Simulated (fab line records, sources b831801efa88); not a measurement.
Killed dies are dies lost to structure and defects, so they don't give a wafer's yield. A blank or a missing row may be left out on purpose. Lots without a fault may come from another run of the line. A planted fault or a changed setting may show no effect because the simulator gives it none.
A struck lot beside a sound one | flow sky130 | 23 steps out of a route of 708
Sound: wafers L140.2, L140.4, L140.6. Struck: wafers L152.1, L152.3, L152.6. The cause comes at the end.
At each step with rows: each side's tool, then ch and its chambers, then its first start. Under that, the readings that differ: sound wafers | struck wafers | difference of the means | sigmas: that difference in standard deviations of wafers without a fault.
alike: readings whose means differ by less than 2 such deviations, and words and numbers that are the same on both sides. not compared: withheld readings, readings that some wafer has no value for, bounds like >300 that may hide the same value, and numbers for which the record gives no deviation and whose values overlap.
The two part at a step that has a row with sigmas, a row that says differs or no value, or rows on one side only. Numbers that don't overlap but have no deviation are shown without sigmas and don't part them. A reading that every wafer of one side lacks parts them only if that side has two wafers or more.

first, 4 steps without rows for these wafers: SKY_PWDE_SOFTBAKE_03; SKY_PWDE_EXPOSE_04 (exposes mask PWDEM, target cd 840 nm); SKY_PWDE_PEB_05; SKY_PWDE_DEVELOP_06 (develop time 60 s).
SKY_PWDE_OVL_MEAS_07:
  sound on overlay-02, day 4 06:56; struck on overlay-02, day 7 07:19
  alike: PWDE_OVL
then, 1 step without rows for these wafers: SKY_PWDE_IMPLANT_08.
SKY_PWDE_STRIP_09: strips in O2/N2.
  sound on plasma_asher-02 ch 0,1, day 4 07:07; struck on plasma_asher-02 ch 1, day 7 07:29
  alike: drypump_motor_current_A, oes_product_au, strip_time_to_endpoint_s
  not compared: rf_hours_counter_h
SKY_PWDE_TW_MEAS_10:
  sound on film_metro-02, day 4 07:13; struck on film_metro-04, day 7 07:35
  alike: PWDE_TW
then, 4 steps without rows for these wafers: SKY_NWELL_DEHYDRATE_03 (time 60 s); SKY_NWELL_HMDS_04 (prime time 60 s); SKY_NWELL_COAT_05 (resist thk 3000 nm); SKY_NWELL_SOFTBAKE_06.
SKY_NWELL_EXPOSE_07: exposes mask NWM, target cd 840 nm.
  sound on iline_stepper-01 ch 0, day 4 16:12; struck on iline_stepper-01 ch 0, day 7 17:17
  reading | sound             | struck                  | difference | sigmas
  mask    | NWM#0 NWM#0 NWM#0 | HVTPM#0 HVTPM#0 HVTPM#0 | differs    |
  alike: focus_offset_nm
then, 2 steps without rows for these wafers: SKY_NWELL_PEB_08; SKY_NWELL_DEVELOP_09 (develop time 60 s).
SKY_NWELL_OVL_MEAS_10:
  sound on overlay-02, day 4 23:55; struck on overlay-02, day 8 03:10
  reading           | sound          | struck | difference                    | sigmas
  NWELL_00_OVL (nm) | -1.4 -0.8 -0.6 | - - -  | no value on the struck wafers |
then, 3 steps without rows for these wafers: SKY_NWELL_IMPLANT_11; SKY_NWELL_IMPLANT_12; SKY_NWELL_IMPLANT_13.
SKY_NWELL_STRIP_14: strips in O2/N2.
  sound on plasma_asher-01 ch 0,1, day 5 00:24; struck on plasma_asher-01 ch 1, day 8 03:38
  alike: drypump_motor_current_A, oes_product_au, strip_time_to_endpoint_s
  not compared: rf_hours_counter_h
SKY_NWELL_TW_MEAS_15:
  sound on film_metro-04, day 5 00:31; struck on film_metro-02, day 8 03:44
  reading  | sound          | struck   | difference | sigmas
  NWELL_TW | 1810 1816 1827 | 30 30 30 | -1788      | -99 or more
then, 1 step without rows for these wafers: SKY_NWELL_DEHYDRATE_16 (time 60 s).
-- the record jumps here: 41 days lie between the struck wafers' starts before and after (it left off in module NWELL and takes up again in module PAD_OPEN, whose first step shown is number 708 of the route) --
SKY_PAD_OPEN_PROBE_99:
  sound on prober-02, day 46 04:02; struck on prober-01, day 49 00:56
  reading             | sound    | struck      | difference | sigmas
  killed_at_front_end | 15 19 14 | 416 436 421 | +408       | +95
  killed_dies         | 78 92 86 | 492 492 492 | +407       | +42
  killed_on_rim       | 18 21 18 | 96 96 96    | +77        | +18
  alike: killed_at_M0_to_M3, killed_at_M4_up, killed_at_contacts, killed_at_other, killed_open, killed_short

WHERE THEY PART
First at SKY_NWELL_EXPOSE_07; last, within this record, at SKY_PAD_OPEN_PROBE_99.

WHY: what the simulator had put in
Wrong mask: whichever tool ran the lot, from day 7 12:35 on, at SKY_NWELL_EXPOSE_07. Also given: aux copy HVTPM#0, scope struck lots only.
